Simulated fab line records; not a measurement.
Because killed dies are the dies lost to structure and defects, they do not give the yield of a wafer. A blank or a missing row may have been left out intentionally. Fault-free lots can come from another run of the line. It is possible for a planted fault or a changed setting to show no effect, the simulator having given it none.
Comparing a struck lot with a sound one -- flow sky130 -- 16 steps out of a route of 708
Sound: these wafers, L319.2, L319.4, L319.5. Struck: wafer L333.5. (L333.1, L333.3 of the same lot were not struck and are left out.) The cause comes at the end.
Order at every step that has rows: each side's tool, ch and its chambers, its first start. Under that, the readings that differ: sound wafers -- struck wafers -- difference of the means -- sigmas: that difference in standard deviations of wafers without a fault.
alike: readings with means less than 2 such deviations apart, plus words and numbers identical on both sides. not compared: withheld readings, readings lacking a value on some wafer, bounds such as >300 that could conceal the same value, and numbers that have no deviation in the record and whose values overlap.
The two part at a step that has a row with sigmas, a row that says differs or no value, or rows on one side only. When numbers do not overlap yet have no deviation, they are printed without sigmas and do not part them. Lack of a reading on every wafer of one side parts them only where that side has two or more wafers.

first, 1 step without rows for these wafers: SKY_METAL5_CLEAN_19 (cleans in O3/DIW).
SKY_PASSIVATION_CVD_00: deposits SiO2, target thk 90 nm.
  sound on pecvd-02 ch 0,1, day 44 06:10; struck on pecvd-04 ch 0, day 48 01:15
reading,sound,struck,difference,sigmas
susceptor_temp_C (C),400.78 400.20 400.15,399.75,-0.63,-3
  alike: heater_power_w, rf_fwd_power_W
SKY_PASSIVATION_THK_MEAS_01:
  sound on film_metro-01 at day 44 06:14; struck on film_metro-01 at day 48 01:17
  alike: PASSIVATION_CVD_00_THK
SKY_PASSIVATION_CVD_02: deposits Si3N4, target thk 540 nm.
  sound on pecvd-01 ch 1,2, day 44 06:17; struck on pecvd-01 ch 2, day 48 01:20
  alike: heater_power_w, rf_fwd_power_W, susceptor_temp_C
SKY_PASSIVATION_THK_MEAS_03:
  sound on film_metro-01 at day 44 06:31; struck on film_metro-02 at day 48 01:34
  alike: PASSIVATION_CVD_02_THK
then, 7 steps without rows for these wafers: SKY_PASSIVATION_DEHYDRATE_04 (time 60 s); SKY_PASSIVATION_HMDS_05 (prime time 60 s); SKY_PASSIVATION_COAT_06 (resist thk 3000 nm); SKY_PASSIVATION_SOFTBAKE_07; SKY_PASSIVATION_EXPOSE_08 (exposes mask NSM, target cd 3000 nm); SKY_PASSIVATION_PEB_09; SKY_PASSIVATION_DEVELOP_10 (develop time 60 s).
SKY_PASSIVATION_ETCH_11: etches the open film in CF4/O2, stops on AlCu, target depth 725 nm, time 161.1 s.
  sound on rie_diel-03 ch 0,1,2, day 45 04:42; struck on rie_diel-04 ch 3, day 48 18:54
reading,sound,struck,difference,sigmas
rf_fwd_power_W (W),799.4 799.6 794.9,926.9,+128.9,+52
model.coat_of_PASSIVATION_COAT_06.thk_nm (nm),2523 2525 2523,2440,-84,
  alike: drypump_motor_current_A, oes_product_au, throttle_valve_pct
  not compared: rf_hours_counter_h
SKY_PASSIVATION_STRIP_12: strips in O2/N2.
  sound on plasma_asher-02 ch 0,1, day 45 04:49; struck on plasma_asher-02 ch 0, day 48 19:01
reading,sound,struck,difference,sigmas
strip_time_to_endpoint_s (s),31.60 31.62 31.59,30.65,-0.95,-8
  alike: drypump_motor_current_A, n2_flow_sccm, oes_product_au
  not compared: rf_hours_counter_h
then, 1 step without rows for these wafers: SKY_PAD_OPEN_DEHYDRATE_00 (time 60 s).
SKY_PAD_OPEN_PROBE_99:
  sound on prober-02 at day 46 04:10; struck on prober-01 at day 49 14:13
reading,sound,struck,difference,sigmas
killed_open,49 48 45,62,+15,+2
  alike: defect_limited_yield, killed_at_M0_to_M3, killed_at_M4_up, killed_at_contacts, killed_at_front_end, killed_at_other, killed_dies, killed_short, sort_bin_3_pad_short, sort_bin_5_function, sort_bin_6_memory, sort_n_pass, sort_yield_pct

WHERE THEY PART
First at SKY_PASSIVATION_CVD_00; last, within this record, at SKY_PAD_OPEN_PROBE_99.

WHY: the cause the simulator had injected
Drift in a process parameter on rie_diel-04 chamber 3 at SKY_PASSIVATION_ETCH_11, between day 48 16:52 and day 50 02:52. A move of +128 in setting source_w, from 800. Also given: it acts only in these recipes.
